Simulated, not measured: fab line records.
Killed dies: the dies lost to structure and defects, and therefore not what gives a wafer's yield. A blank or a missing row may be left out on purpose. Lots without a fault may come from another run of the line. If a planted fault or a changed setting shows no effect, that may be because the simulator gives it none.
8D (eight disciplines) problem report, filled in by code	flow sky130	the parts of the form that need people (team, actions taken, sign-off) are left out

1. THE PROBLEM
Mean of cd nm at SKY_VT_ADJUST_NCORE_CD_MEAS_07: 404.5 nm across 12 wafers in 4 lots; on wafers with no fault it is 380.3 nm (standard deviation 2.1). Measured from the usual mean, that is +12 standard deviations.
The step: target cd 380 nm.
First seen on wafer L314.4, day 9 23:38, on cd sem-02. Wafers with a number at this step in the record: 30, from 10 lots. Rule for "out" (also "out of limits"): further than 4 standard deviations from the usual mean. All remaining wafers that have a number are taken as sound.

2. WHAT IT IS, AND WHAT IT ISN'T
question	is	is not
which readings at this step	cd nm	-
which lots	L314, L315, L316, L320	L309, L310, L312, L324, L325, L328
which wafers of those lots	all that have a number	-
read on which gauges	cd sem-01, cd sem-02	-
when	from day 9 23:38	up to then (9 sound wafers); but 9 sound wafers of L324, L325, L328 came after

3. THE SUSPECTS, EACH WITH WHAT RULES IT OUT
Counting: a tool stays on the suspect list if, at a process step up to the reading, it processed all lots that are out and no sound lot following the first of them.
- the gauge at SKY_VT_ADJUST_NCORE_CD_MEAS_07 has been ruled out. The wafers that are out were read on 2 gauges (cd sem-01, cd sem-02).
- iline stepper-02 at SKY_VT_ADJUST_NCORE_EXPOSE_04 (exposes mask LVTN COMPLEMENT THIN, target cd 380 nm): kept. It ran every lot that is out, first L314 (day 9 12:56), and no sound lot after that; its last sound lot up to then is L312 (day 8 23:25). Out on those wafers are its own readings of exposure dose mJ cm2.
After counting, what remains is iline stepper-02 at SKY_VT_ADJUST_NCORE_EXPOSE_04.

4. THE CAUSE (what the simulator had put in)
Drift in process parameters on iline stepper-02 at SKY_VT_ADJUST_NCORE_EXPOSE_04, starting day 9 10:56. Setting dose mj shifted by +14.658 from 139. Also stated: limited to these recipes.
After counting, this tool was the only one left.

5. SEQUENCE OF EFFECTS, ordered by route
One row per reading whose mean, taken over the struck wafers that have a number, lies over 3 standard deviations from the usual. Only readings for which the record gives a usual standard deviation are gone through. hours: the time from each lot's start at the first step in this table that gives one to its start at this step, as a median over the lots. sigmas: the change in usual standard deviations.
hours	step	reading	usual	on struck wafers	change	sigmas
0	SKY_VT_ADJUST_NCORE_EXPOSE_04	exposure dose mJ cm2	138.8	151.8	+13.0	+18
11	SKY_VT_ADJUST_NCORE_CD_MEAS_07	cd nm	380.3 nm	404.5	+24.2	+12
Its process steps:
- SKY_VT_ADJUST_NCORE_EXPOSE_04: exposes mask LVTN COMPLEMENT THIN, target cd 380 nm.

6. WHAT WOULD HAVE CAUGHT IT SOONER
In this record the first reading out of limits at a measuring or inspecting step was taken at day 9 23:38, 13 hours after the fault began at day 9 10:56.
The tool's own readings at SKY_VT_ADJUST_NCORE_EXPOSE_04 were out on every struck wafer that the step has a row for (exposure dose mJ cm2): an alarm limit on them would have fired on the first of those.
Among the 4 lots that are out, L316, L320 began SKY_VT_ADJUST_NCORE_EXPOSE_04 on iline stepper-02 after day 9 23:38. A hold on the tool at that time would have spared those 2.
